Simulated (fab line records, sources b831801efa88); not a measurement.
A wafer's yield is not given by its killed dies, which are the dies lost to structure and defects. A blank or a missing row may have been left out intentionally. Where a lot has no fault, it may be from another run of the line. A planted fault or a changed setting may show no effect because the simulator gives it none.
Which of the tools did it?    flow sky130    15 lots with 45 wafers sampled at 3 steps, on a route of 708 steps

## WHAT THE GAUGES READ, wafer by wafer
SKY_LI_CONTACT_BOW_MEAS_03.
lot   measured      on            LI_CONTACT_BOW (um)
L688  day 27 15:11  filmMetro-02  55 57 64
L690  day 28 12:19  filmMetro-02  42 42 62
L691  day 29 02:40  filmMetro-01  70 47 44
L692  day 30 10:34  filmMetro-01  56 61 70
L695  day 30 12:41  filmMetro-02  52 58 54
L696  day 30 19:18  filmMetro-04  56 46 57
L698  day 31 17:53  filmMetro-02  62 61 58
L699  day 32 06:29  filmMetro-01  43 52 50
L700  day 32 00:50  filmMetro-04  55 62 56
L705  day 34 01:44  filmMetro-04  49 47 44
L710  day 37 06:15  filmMetro-04  43 60 58
L711  day 36 02:11  filmMetro-02  50 51 72

## WHICH TOOL RAN EACH LOT (tool, then ch and the chambers of the sampled wafers, then the start)
lot   SKY_NWELL_OXIDATION_01        SKY_LDD_HVN_STRIP_09
L688  furnace-02 ch 0, day 2 08:31  plasmaAsher-01 ch 0,1, day 19 19:40
L690  furnace-01 ch 0, day 2 23:42  plasmaAsher-02 ch 0,1, day 20 20:52
L691  furnace-02 ch 0, day 3 04:05  plasmaAsher-03 ch 0,1, day 21 11:06
L692  furnace-02 ch 0, day 3 08:38  plasmaAsher-01 ch 0,1, day 22 00:51
L695  furnace-02 ch 0, day 3 23:42  plasmaAsher-03 ch 0,1, day 23 00:05
L696  furnace-02 ch 0, day 4 04:13  plasmaAsher-02 ch 0,1, day 23 08:20
L698  furnace-02 ch 0, day 4 17:22  plasmaAsher-02 ch 0,1, day 24 07:28
L699  furnace-01 ch 0, day 5 01:04  plasmaAsher-02 ch 0,1, day 24 21:00
L700  furnace-01 ch 0, day 5 02:47  plasmaAsher-01 ch 0,1, day 24 15:37
L702  furnace-01, day 5 12:38       -
L703  furnace-01, day 6 00:07       -
L704  furnace-01, day 6 06:51       -
L705  furnace-01 ch 0, day 6 06:51  plasmaAsher-01 ch 0,1, day 26 19:52
L710  furnace-01 ch 0, day 7 23:31  plasmaAsher-01 ch 0,1, day 30 09:19
L711  furnace-01 ch 0, day 7 23:31  plasmaAsher-02 ch 0,1, day 29 02:40
- SKY_NWELL_OXIDATION_01: stabilise 600 s, purge 300 s, target thk 10 nm.
- SKY_LDD_HVN_STRIP_09: strips in O2/N2.

## AS READ BY THE TOOLS THEMSELVES (means over the sampled wafers that have a number; for cases with no such wafer, the mark the record gives instead)
SKY_NWELL_OXIDATION_01.
lot   tool        oxTempC (C)  oxTempCMax  spikeTcCentreC (C)
L688  furnace-02  900.1        908.2       899.0
L690  furnace-01  899.8        902.7       900.9
L691  furnace-02  900.5        907.7       898.4
L692  furnace-02  899.6        907.1       899.1
L695  furnace-02  899.8        907.0       898.9
L696  furnace-02  900.5        908.0       898.9
L698  furnace-02  900.1        908.0       897.9
L699  furnace-01  899.8        903.1       899.8
L700  furnace-01  900.0        903.4       900.2
L702  furnace-01  -            -           -
L703  furnace-01  -            -           -
L704  furnace-01  -            -           -
L705  furnace-01  899.2        902.2       900.5
L710  furnace-01  900.4        904.2       900.9
L711  furnace-01  900.2        903.4       900.6

SKY_LDD_HVN_STRIP_09.
lot   tool            drypumpMotorCurrentA (A)  oesProductAu (a.u.)  stripTimeToEndpointS (s)
L688  plasmaAsher-01  6.1                       0.411                4.121
L690  plasmaAsher-02  6.2                       0.410                4.106
L691  plasmaAsher-03  6.1                       0.407                4.118
L692  plasmaAsher-01  6.1                       0.410                4.126
L695  plasmaAsher-03  6.1                       0.405                4.135
L696  plasmaAsher-02  6.1                       0.408                4.137
L698  plasmaAsher-02  6.2                       0.407                4.127
L699  plasmaAsher-02  6.2                       0.412                4.138
L700  plasmaAsher-01  5.8                       0.409                4.131
L705  plasmaAsher-01  5.8                       0.410                4.134
L710  plasmaAsher-01  6.1                       0.408                4.127
L711  plasmaAsher-02  6.1                       0.404                4.126

## THE ANSWER, worked out from the rows above alone
Rule: usual is defined by the lots themselves. The widest of any qualifying gaps counts: lots, ordered by their means at a reading, are off when they make up no more than a third of the lots, leave a main group of 4 or more, and stand apart from it by 3 or more times the standard deviation of that group's means. The tables above print the reading to a certain number of digits; a main group whose means all agree to those digits is not used. A lot without any number at a reading at which 4 lots or more have one is off too. Where the step has rows for the other lots, those lots are counted as sound. After the gauges, taken in route order, come the tools' own readings; for these a lot's mean is taken, as printed above. At the first step where some lot is off, the reading lying furthest off is the one used; lots without a number count as furthest.
Off, at SKY_NWELL_OXIDATION_01 on oxTempC: L702, L703, L704. Without a number there: L702, L703, L704. Main group: mean 900.0 C, sd 0.37.
If a tool, at that step or one of the process steps before it, ran each lot that is off and ran no sound lot following the first of them, it fits. Of those tried, none fits.

## WHAT THE SIMULATOR PUT IN
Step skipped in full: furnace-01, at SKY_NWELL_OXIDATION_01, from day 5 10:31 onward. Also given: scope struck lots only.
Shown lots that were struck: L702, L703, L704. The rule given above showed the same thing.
